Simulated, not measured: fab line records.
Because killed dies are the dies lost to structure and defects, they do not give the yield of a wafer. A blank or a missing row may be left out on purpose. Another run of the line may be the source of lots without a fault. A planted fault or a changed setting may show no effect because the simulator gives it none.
Struck lot and sound lot, side by side / flow sfq_line / 15 out of 325 route steps
Sound: wafers L102.1, L102.2, L102.4. Wafers struck: L109.1, L109.5, L109.6. The cause comes at the end.
At each step with rows: each side's tool, then ch and its chambers, then its first start. Under that, the readings that differ: sound wafers / struck wafers / difference of the means / sigmas: that difference in standard deviations of wafers without a fault.
alike: readings whose means differ by less than 2 such deviations, and words and numbers that are the same on both sides. not compared: withheld readings, readings that some wafer has no value for, bounds like >300 that may hide the same value, and numbers for which the record gives no deviation and whose values overlap.
A row with sigmas, a row that says differs or no value, or rows on one side alone: a step with any of these is where the two part. When numbers do not overlap yet have no deviation, they are printed without sigmas and do not part them. Lack of a reading on every wafer of one side parts them only where that side has two or more wafers.

first, 1 step without rows for these wafers: SFQ_TRILAYER_M6_STRIP_SOLV_CLEAN_164 (cleans in NMP, time 600 s).
SFQ_TRILAYER_I6_DEP_PECVD_165: deposits SiO2 from SiH4/N2O, time 111.11 s, target thk 500 nm.
  sound on pecvd-04 ch 0,1,2, day 75 22:32; struck on pecvd-01 ch 0,1,2, day 77 14:16
  alike: heater_power_w, showerhead_vpp_V, throttle_valve_pct
SFQ_TRILAYER_I6_CMP_CMP_166: polishes SiO2.
  sound on cmp-01 ch 0,2,3, day 75 23:16; struck on cmp-02 ch 0,2,3, day 77 19:14
  alike: motor_current_A, time_to_endpoint_s
SFQ_I6_BOW_MEAS_941:
  sound on film_metro-03, day 76 02:16; struck on film_metro-02, day 77 21:14
  alike: I6_BOW
SFQ_TRILAYER_I6_METRO_MEASURE_167:
  sound on film_metro-03, day 76 02:23; struck on film_metro-02, day 77 21:21
  alike: thk_nm
then, 6 steps without rows for these wafers: SFQ_TRILAYER_I6_VIA_LITHO_COAT_174 (resist thk 62 nm); SFQ_TRILAYER_I6_VIA_LITHO_COAT_169 (resist thk 650 nm); SFQ_TRILAYER_I6_VIA_LITHO_SOFTBAKE_173; SFQ_TRILAYER_I6_VIA_LITHO_EXPOSE_170 (exposes mask I6, target cd 700 nm); SFQ_TRILAYER_I6_VIA_LITHO_PEB_172 (peb time 60 s); SFQ_TRILAYER_I6_VIA_LITHO_DEVELOP_171 (time 60 s).
-- the record jumps here: 4 days lie between the struck wafers' starts before and after --
SFQ_I6_OVL_MEAS_942:
  sound on overlay-01, day 80 00:56; struck on overlay-01, day 81 14:15
  alike: I6_OVL
SFQ_TRILAYER_I6_VIA_BARC_OPEN_VIA_ETCH_235: etches BARC in O2, target depth 125 nm, time 41.7 s.
  sound on rie_diel-04 ch 0,1,2, day 80 00:58; struck on rie_diel-04 ch 1,2,3, day 81 14:17
reading=model.KrF_of_TRILAYER_I6_VIA_LITHO_COAT_169.thk_nm (nm); sound=571.5 573.1 573.4; struck=590.2 590.5 590; difference=+17.6; sigmas=
  alike: drypump_motor_current_A, oes_product_au
  not compared: rf_hours_counter_h
SFQ_TRILAYER_I6_VIA_ETCH_VIA_ETCH_172: etches SiO2 in CHF3, stops on Nb, target depth 260 nm.
  sound on rie_diel-04 ch 0,1,2, day 80 01:01; struck on rie_diel-04 ch 1,2,3, day 81 14:20
reading=model.KrF_of_TRILAYER_I6_VIA_LITHO_COAT_169.thk_nm (nm); sound=527.3 528.6 528.5; struck=545.8 545.4 546; difference=+17.6; sigmas=
  alike: drypump_motor_current_A, oes_product_au
SFQ_TRILAYER_I6_VIA_STRIP_STRIP_173: strips in O2.
  sound on rie_metal-03 ch 0,1, day 80 01:07; struck on rie_metal-02 ch 0,1, day 81 14:26
reading=oes_product_au (a.u.); sound=0.969 0.998 0.979; struck=1.015 1.006 1.004; difference=+0.026; sigmas=+2
  alike: drypump_motor_current_A
  not compared: rf_hours_counter_h

WHERE THEY PART
Only at SFQ_TRILAYER_I6_VIA_STRIP_STRIP_173, as far as this record shows.

WHY: whatever the simulator had introduced
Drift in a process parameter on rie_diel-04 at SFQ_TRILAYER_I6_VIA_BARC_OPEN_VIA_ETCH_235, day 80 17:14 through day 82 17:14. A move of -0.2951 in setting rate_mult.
